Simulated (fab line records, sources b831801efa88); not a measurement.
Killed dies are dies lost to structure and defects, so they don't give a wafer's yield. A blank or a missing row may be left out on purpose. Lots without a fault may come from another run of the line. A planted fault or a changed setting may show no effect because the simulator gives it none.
Which tool did it? | flow gf180mcu | 24 lots, 72 wafers sampled, at 6 steps of a route of 602

WHAT THE GAUGES READ, wafer by wafer
GF_CONTACT_THK_MEAS_26: measures by xrf. Usual: CONTACT_W_THK 300 nm, standard deviation 3.3.
lot  | measured     | on            | CONTACT_W_THK (nm) | flag
L074 | day 16 00:10 | film_metro-02 | 299 306 301        |
L075 | day 16 09:58 | film_metro-02 | 303 299 302        |
L076 | day 16 18:59 | film_metro-04 | 297 296 303        |
L077 | day 17 00:01 | film_metro-01 | 302 297 309        |
L078 | day 17 15:17 | film_metro-02 | 298 298 297        |
L079 | day 17 21:25 | film_metro-04 | 300 304 306        |
L080 | day 18 09:01 | film_metro-02 | 299 300 305        |
L081 | day 19 03:11 | film_metro-01 | 303 300 298        |
L082 | day 19 05:07 | film_metro-04 | 300 293 298        |
L083 | day 19 15:49 | film_metro-02 | 297 298 300        |
L084 | day 20 02:20 | film_metro-01 | 293 297 297        |
L085 | day 20 10:03 | film_metro-02 | 295 294 300        |
L086 | day 20 16:20 | film_metro-02 | 297 292 296        |
L087 | day 20 22:25 | film_metro-02 | 302 303 304        |
L088 | day 21 09:32 | film_metro-02 | 299 299 297        |
L089 | day 21 15:13 | film_metro-04 | 302 301 304        |
L090 | day 21 23:49 | film_metro-04 | 301 302 305        |
L091 | day 22 06:41 | film_metro-01 | 301 305 303        |
L092 | day 22 13:12 | film_metro-01 | 302 299 302        |
L093 | day 23 01:19 | film_metro-02 | 301 302 300        |
L094 | day 23 10:55 | film_metro-02 | 298 300 297        |
L095 | day 23 16:12 | film_metro-02 | 299 298 297        |
L096 | day 23 21:23 | film_metro-01 | 301 303 303        |
L097 | day 24 03:46 | film_metro-04 | 294 296 298        |

GF_M4_RS_MEAS_05: measures by four-point-probe. Usual: M4_ALCU_RS 0.0694 ohm/sq, standard deviation 0.00087.
lot  | measured     | on            | M4_ALCU_RS (ohm/sq)  | flag
L074 | day 22 06:58 | film_metro-03 | 0.0699 0.0703 0.0692 |
L075 | day 22 17:46 | film_metro-03 | 0.0682 0.0683 0.0694 |
L076 | day 23 02:44 | film_metro-03 | 0.0688 0.0702 0.0689 |
L077 | day 23 05:58 | film_metro-03 | 0.0695 0.0696 0.0682 |
L078 | day 23 23:37 | film_metro-03 | 0.0684 0.0686 0.0685 |
L079 | day 24 05:07 | film_metro-02 | 0.0713 0.0707 0.0702 |
L080 | day 24 15:50 | film_metro-03 | 0.0695 0.0691 0.0686 |
L081 | day 25 08:25 | film_metro-03 | 0.0686 0.0694 0.0696 |
L082 | day 25 10:55 | film_metro-04 | 0.0695 0.0692 0.0691 |
L083 | day 25 19:43 | film_metro-04 | 0.0694 0.0688 0.0688 |
L084 | day 26 04:31 | film_metro-03 | 0.0698 0.0697 0.0700 |
L085 | day 26 09:44 | film_metro-04 | 0.0692 0.0686 0.0694 |
L086 | day 26 17:25 | film_metro-02 | 0.0685 0.0685 0.0689 |
L087 | day 26 20:49 | film_metro-04 | 0.0685 0.0694 0.0696 |
L088 | day 27 07:39 | film_metro-02 | 0.0685 0.0692 0.0680 |
L089 | day 27 12:08 | film_metro-02 | 0.0699 0.0704 0.0703 |
L090 | day 27 17:24 | film_metro-03 | 0.0702 0.0708 0.0697 |
L091 | day 28 02:05 | film_metro-02 | 0.0703 0.0705 0.0704 |
L092 | day 28 05:32 | film_metro-02 | 0.0687 0.0698 0.0696 |
L093 | day 28 16:25 | film_metro-04 | 0.0698 0.0691 0.0696 |
L094 | day 28 23:52 | film_metro-04 | 0.0680 0.0679 0.0687 |
L095 | day 29 08:56 | film_metro-02 | 0.0690 0.0680 0.0687 |
L096 | day 29 12:03 | film_metro-02 | 0.0703 0.0703 0.0718 |
L097 | day 29 15:41 | film_metro-04 | 0.0700 0.0697 0.0694 |

GF_PASSIVATION_BOW_MEAS_14. Usual: PASSIVATION_BOW 137 um, standard deviation 10.
lot  | measured     | on            | PASSIVATION_BOW (um) | flag
L074 | day 28 19:20 | film_metro-04 | 132 130 122          |
L075 | day 29 04:48 | film_metro-02 | 139 141 138          |
L076 | day 29 14:04 | film_metro-04 | 141 139 141          |
L077 | day 29 15:33 | film_metro-01 | 142 132 125          |
L078 | day 30 07:56 | film_metro-01 | 152 145 150          |
L079 | day 30 11:16 | film_metro-02 | 127 129 135          |
L080 | day 30 23:36 | film_metro-01 | 128 151 144          |
L081 | day 31 08:01 | film_metro-02 | 136 148 141          |
L082 | day 31 12:48 | film_metro-02 | 129 115 125          |
L083 | day 31 19:10 | film_metro-01 | 138 150 131          |
L084 | day 32 01:56 | film_metro-02 | 142 144 145          |
L085 | day 32 06:17 | film_metro-01 | 130 141 139          |
L086 | day 32 13:46 | film_metro-01 | 139 120 127          |
L087 | day 32 15:56 | film_metro-02 | 144 134 146          |
L088 | day 32 23:52 | film_metro-04 | 139 138 125          |
L089 | day 33 07:03 | film_metro-02 | 141 149 145          |
L090 | day 33 11:20 | film_metro-02 | 145 150 155          |
L091 | day 33 14:29 | film_metro-01 | 145 153 163          |
L092 | day 33 18:44 | film_metro-01 | 150 148 150          |
L093 | day 34 04:20 | film_metro-01 | 131 124 117          |
L094 | day 34 08:38 | film_metro-01 | 146 140 136          |
L095 | day 34 15:34 | film_metro-02 | 126 123 121          |
L096 | day 34 20:32 | film_metro-02 | 130 118 129          |
L097 | day 34 20:57 | film_metro-02 | 136 140 149          |

WHICH TOOL RAN EACH LOT (tool, then ch and the chambers of the sampled wafers, then the start)
lot  | GF_V2_STRIP_18                       | GF_V2_SPUTTER_22             | GF_V4_CVD_23
L074 | plasma_asher-03 ch 0,1, day 20 03:19 | pvd_sputter-04, day 20 03:55 | cvd_w-02 ch 1, day 24 06:14
L075 | plasma_asher-03 ch 0,1, day 20 13:58 | pvd_sputter-04, day 20 14:34 | cvd_w-01 ch 0,1, day 24 16:43
L076 | plasma_asher-02 ch 0,1, day 20 23:44 | pvd_sputter-01, day 21 00:19 | cvd_w-02 ch 0,1, day 25 02:02
L077 | plasma_asher-03 ch 0,1, day 21 03:37 | pvd_sputter-04, day 21 04:13 | cvd_w-01 ch 0,1, day 25 03:20
L078 | plasma_asher-03 ch 0,1, day 21 21:16 | pvd_sputter-01, day 21 21:52 | cvd_w-02 ch 0, day 25 20:38
L079 | plasma_asher-03 ch 0,1, day 22 02:37 | pvd_sputter-04, day 22 03:12 | cvd_w-01 ch 0,1, day 26 02:03
L080 | plasma_asher-03 ch 0,1, day 22 14:13 | pvd_sputter-02, day 22 14:53 | cvd_w-02 ch 0,1, day 26 11:59
L081 | plasma_asher-02 ch 0, day 23 07:43   | pvd_sputter-02, day 23 08:18 | cvd_w-02 ch 0,1, day 27 04:13
L082 | plasma_asher-03 ch 0,1, day 23 10:33 | pvd_sputter-04, day 23 11:07 | cvd_w-02 ch 0,1, day 27 06:08
L083 | plasma_asher-02 ch 0, day 23 19:28   | pvd_sputter-02, day 23 20:06 | cvd_w-01 ch 0, day 27 15:37
L084 | plasma_asher-04 ch 0,1, day 24 04:49 | pvd_sputter-01, day 24 05:25 | cvd_w-02 ch 1, day 27 22:44
L085 | plasma_asher-02 ch 0,1, day 24 10:43 | pvd_sputter-01, day 24 11:18 | cvd_w-01 ch 0,1, day 28 03:50
L086 | plasma_asher-03 ch 0,1, day 24 17:19 | pvd_sputter-04, day 24 18:01 | cvd_w-02 ch 0,1, day 28 12:04
L087 | plasma_asher-03 ch 0,1, day 24 22:31 | pvd_sputter-04, day 24 23:07 | cvd_w-01 ch 0,1, day 28 14:25
L088 | plasma_asher-04 ch 0,1, day 25 09:50 | pvd_sputter-01, day 25 10:26 | cvd_w-01 ch 0,1, day 28 23:51
L089 | plasma_asher-03 ch 0,1, day 25 13:43 | pvd_sputter-02, day 25 14:20 | cvd_w-02 ch 0,1, day 29 07:05
L090 | plasma_asher-02 ch 0,1, day 25 20:56 | pvd_sputter-04, day 25 21:30 | cvd_w-02 ch 0,1, day 29 11:47
L091 | plasma_asher-04 ch 0,1, day 26 04:07 | pvd_sputter-04, day 26 04:43 | cvd_w-02 ch 0,1, day 29 17:07
L092 | plasma_asher-03 ch 0,1, day 26 08:43 | pvd_sputter-02, day 26 09:16 | cvd_w-01 ch 0,1, day 29 21:14
L093 | plasma_asher-03 ch 0,1, day 26 20:01 | pvd_sputter-04, day 26 20:36 | cvd_w-02 ch 0,1, day 30 09:01
L094 | plasma_asher-04 ch 0,1, day 27 05:13 | pvd_sputter-02, day 27 05:51 | cvd_w-02 ch 0,1, day 30 14:57
L095 | plasma_asher-02 ch 0,1, day 27 11:01 | pvd_sputter-02, day 27 11:39 | cvd_w-01 ch 0,1, day 30 23:02
L096 | plasma_asher-04 ch 0,1, day 27 15:19 | pvd_sputter-02, day 27 15:52 | cvd_w-01 ch 0,1, day 31 03:35
L097 | plasma_asher-04 ch 0,1, day 27 20:58 | pvd_sputter-02, day 27 21:36 | cvd_w-01 ch 0,1, day 31 06:03
- GF_V2_STRIP_18: strips in O2/N2.
- GF_V2_SPUTTER_22: material TiN, target thk 10 nm, time 40 s.
- GF_V4_CVD_23: deposits W, target thk 350 nm, time 104.9 s.

WHAT THE TOOLS THEMSELVES READ (means of the sampled wafers that have a number; where no wafer has one, the mark that the record gives instead)
GF_V2_STRIP_18. Usual: drypump_motor_current_A 5.92 A, standard deviation 0.28; heater_power_w 320 W, standard deviation 45; oes_product_au 0.593 a.u., standard deviation 0.0047.
lot  | tool            | drypump_motor_current_A (A) | heater_power_w (W) | oes_product_au (a.u.) | flag
L074 | plasma_asher-03 | 6.04                        | 280                | 0.589                 |
L075 | plasma_asher-03 | 6.03                        | 280                | 0.592                 |
L076 | plasma_asher-02 | 5.80                        | 374                | 0.593                 |
L077 | plasma_asher-03 | 6.03                        | 280                | 0.594                 |
L078 | plasma_asher-03 | 6.02                        | 280                | 0.592                 |
L079 | plasma_asher-03 | 6.07                        | 292                | 0.593                 |
L080 | plasma_asher-03 | 6.11                        | 297                | 0.593                 |
L081 | plasma_asher-02 | 5.62                        | 378                | 0.593                 |
L082 | plasma_asher-03 | 6.08                        | 293                | 0.589                 |
L083 | plasma_asher-02 | 5.64                        | 383                | 0.590                 |
L084 | plasma_asher-04 | 5.79                        | 363                | 0.590                 |
L085 | plasma_asher-02 | 5.79                        | 372                | 0.591                 |
L086 | plasma_asher-03 | 6.03                        | 276                | 0.594                 |
L087 | plasma_asher-03 | 6.03                        | 280                | 0.596                 |
L088 | plasma_asher-04 | 5.55                        | 329                | 0.591                 |
L089 | plasma_asher-03 | 6.04                        | 282                | 0.588                 |
L090 | plasma_asher-02 | 5.97                        | 355                | 0.587                 |
L091 | plasma_asher-04 | 5.81                        | 362                | 0.591                 |
L092 | plasma_asher-03 | 6.02                        | 278                | 0.594                 |
L093 | plasma_asher-03 | 6.02                        | 277                | 0.590                 |
L094 | plasma_asher-04 | 5.80                        | 363                | 0.599                 |
L095 | plasma_asher-02 | 5.97                        | 355                | 0.593                 |
L096 | plasma_asher-04 | 5.79                        | 365                | 0.596                 |
L097 | plasma_asher-04 | 5.55                        | 333                | 0.598                 |

GF_V2_SPUTTER_22. Usual: throttle_valve_pct 30.6 %, standard deviation 0.99.
lot  | tool           | throttle_valve_pct (%) | flag
L074 | pvd_sputter-04 | 31.1                   |
L075 | pvd_sputter-04 | 30.4                   |
L076 | pvd_sputter-01 | 30.0                   |
L077 | pvd_sputter-04 | 30.4                   |
L078 | pvd_sputter-01 | 30.4                   |
L079 | pvd_sputter-04 | 30.4                   |
L080 | pvd_sputter-02 | 31.7                   |
L081 | pvd_sputter-02 | 31.2                   |
L082 | pvd_sputter-04 | 30.4                   |
L083 | pvd_sputter-02 | 30.8                   |
L084 | pvd_sputter-01 | 30.1                   |
L085 | pvd_sputter-01 | 30.1                   |
L086 | pvd_sputter-04 | 30.4                   |
L087 | pvd_sputter-04 | 31.1                   |
L088 | pvd_sputter-01 | 29.8                   |
L089 | pvd_sputter-02 | 31.0                   |
L090 | pvd_sputter-04 | 30.7                   |
L091 | pvd_sputter-04 | 31.0                   |
L092 | pvd_sputter-02 | 30.7                   |
L093 | pvd_sputter-04 | 30.1                   |
L094 | pvd_sputter-02 | 31.5                   |
L095 | pvd_sputter-02 | 30.9                   |
L096 | pvd_sputter-02 | 32.3                   |
L097 | pvd_sputter-02 | 31.7                   |

GF_V4_CVD_23. Usual: heater_power_w 877 W, standard deviation 97.
lot  | tool     | heater_power_w (W) | flag
L074 | cvd_w-02 | 819                |
L075 | cvd_w-01 | 832                |
L076 | cvd_w-02 | 882                |
L077 | cvd_w-01 | 807                |
L078 | cvd_w-02 | 1020               |
L079 | cvd_w-01 | 815                |
L080 | cvd_w-02 | 887                |
L081 | cvd_w-02 | 963                |
L082 | cvd_w-02 | 900                |
L083 | cvd_w-01 | 792                |
L084 | cvd_w-02 | 824                |
L085 | cvd_w-01 | 815                |
L086 | cvd_w-02 | 904                |
L087 | cvd_w-01 | 798                |
L088 | cvd_w-01 | 802                |
L089 | cvd_w-02 | 977                |
L090 | cvd_w-02 | 909                |
L091 | cvd_w-02 | 891                |
L092 | cvd_w-01 | 821                |
L093 | cvd_w-02 | 883                |
L094 | cvd_w-02 | 968                |
L095 | cvd_w-01 | 835                |
L096 | cvd_w-01 | 817                |
L097 | cvd_w-01 | 817                |

THE ANSWER, worked out from the rows above alone
Rule: a lot is off if the mean of its wafers that have a number lies more than 3 standard deviations from the usual mean. A lot without any number at a reading at which 4 lots or more have one is off too. The other lots that the step has rows for count as sound. The gauges are gone through in route order, then the tools' own readings, and for those a lot's mean is taken as printed above. The first step at which some lot is off is used, and at that step the reading that is off furthest; a lot without a number counts as furthest.
No lot is off at any reading shown: from this, nothing can be told.

WHAT THE SIMULATOR HAD PUT IN
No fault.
